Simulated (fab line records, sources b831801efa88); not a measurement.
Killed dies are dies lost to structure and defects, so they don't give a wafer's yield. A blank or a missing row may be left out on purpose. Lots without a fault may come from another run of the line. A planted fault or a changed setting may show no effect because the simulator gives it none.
Chamber matching | flow sfq_line | SFQ_TRILAYER_I1_CMP_CMP_046 on cmp-01: 4 sister chambers
The step polishes SiO2. 8 wafers are shown with their chamber, then 10 later ones without.

WAFERS WITH THEIR CHAMBER
wafer  | chamber | motor_current_A (A) | time_to_endpoint_s (s)
L620.5 | 1       | 10.5                | 216
L623.5 | 2       | 9.4                 | 212
L623.6 | 1       | 10.9                | 219
L631.1 | 2       | 9.8                 | 213
L631.2 | 3       | 9.9                 | 224
L631.6 | 0       | 10.6                | 214
L632.4 | 0       | 10.7                | 219
L632.1 | 3       | 10.4                | 220

WAFERS WITHOUT THEIR CHAMBER
wafer  | motor_current_A (A) | time_to_endpoint_s (s)
L632.5 | 10.9                | 214
L633.4 | 11.1                | 215
L633.2 | 10.1                | 211
L633.6 | 10.7                | 224
L636.2 | 10.1                | 201
L636.4 | 10.3                | 210
L636.3 | 10.4                | 204
L637.1 | 10.1                | 210
L637.2 | 10.6                | 199
L637.3 | 9.9                 | 206

WHICH CHAMBER EACH WENT THROUGH
wafer  | from the rows above          | in truth
L632.5 | can't be placed: 0 or 1      | 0
L633.4 | can't be placed: 0 or 1      | 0
L633.2 | can't be placed: 2 or 0 or 1 | 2
L633.6 | can't be placed: 3 or 1 or 0 | 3
L636.2 | can't be placed: 2 or 0 or 1 | 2
L636.4 | can't be placed: 2 or 0 or 1 | 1
L636.3 | can't be placed: 2 or 0 or 1 | 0
L637.1 | can't be placed: 2 or 0 or 1 | 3
L637.2 | can't be placed: 2 or 0 or 1 | 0
L637.3 | 2                            | 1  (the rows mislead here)
Placed correctly: 0 of 10. Can't be placed from these rows: 9 (the true chamber is among the candidates in 8). Placed wrongly: 1.
How it was worked out, from the rows above alone: a wafer's distance from a chamber is the root of the sum, over the readings, of the square of ((its reading less the chamber's mean) divided by the reading's scatter). The wafer belongs to the nearest chamber; if the next one is less than 2 further off, it can't be placed. A chamber's mean is the mean of its shown wafers. The scatter: the root of (the sum of the squares of (reading less its chamber's mean) over the shown wafers, divided by (wafers less chambers)).
